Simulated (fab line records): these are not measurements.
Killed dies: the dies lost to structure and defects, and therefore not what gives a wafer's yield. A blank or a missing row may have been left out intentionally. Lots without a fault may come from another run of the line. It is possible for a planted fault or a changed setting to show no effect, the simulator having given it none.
Which of the tools did it? || flow sky130 || 21 wafers sampled from 7 lots at 1 step of a route of 708

WHAT THE GAUGES READ, wafer by wafer
SKY_CONTACT_RS_MEAS_25: measures by four-point-probe.
{"lot": "L273", "measured": "day 32 00:20", "on": "filmMetro-04", "CONTACT_W_RS (ohm/sq)": "0.340 0.343 0.343"}
{"lot": "L276", "measured": "day 32 20:44", "on": "filmMetro-02", "CONTACT_W_RS (ohm/sq)": "0.340 0.334 0.342"}
{"lot": "L280", "measured": "day 34 03:13", "on": "filmMetro-01", "CONTACT_W_RS (ohm/sq)": "0.345 0.336 0.342"}
{"lot": "L281", "measured": "day 34 17:52", "on": "filmMetro-01", "CONTACT_W_RS (ohm/sq)": "0.341 0.342 0.338"}
{"lot": "L283", "measured": "day 35 05:35", "on": "filmMetro-01", "CONTACT_W_RS (ohm/sq)": "0.338 0.327 0.342"}
{"lot": "L290", "measured": "day 37 05:55", "on": "filmMetro-01", "CONTACT_W_RS (ohm/sq)": "0.342 0.338 0.346"}
{"lot": "L292", "measured": "day 37 18:06", "on": "filmMetro-01", "CONTACT_W_RS (ohm/sq)": "0.338 0.343 0.344"}

WHICH TOOL RAN EACH LOT (tool, then ch and the chambers of the sampled wafers, then the start)
The record holds no process step before these readings.

THE ANSWER, worked out from the rows above alone
Rule: the usual values come from the lots themselves. Put in order of their means at a reading, lots are off if they are a third of the lots or fewer, leave a main group of 4 or more, and stand apart from it by a gap of 3 or more times the standard deviation of the main group's means; of several such gaps the widest counts. Not used: any main group whose means are identical at the precision the tables above print for the reading. Also off: a lot with no number at a reading for which 4 or more lots have one. Any other lot the step has rows for is counted as sound.
No lot is off at any reading shown: from this, nothing can be told.

WHAT WAS PUT IN BY THE SIMULATOR
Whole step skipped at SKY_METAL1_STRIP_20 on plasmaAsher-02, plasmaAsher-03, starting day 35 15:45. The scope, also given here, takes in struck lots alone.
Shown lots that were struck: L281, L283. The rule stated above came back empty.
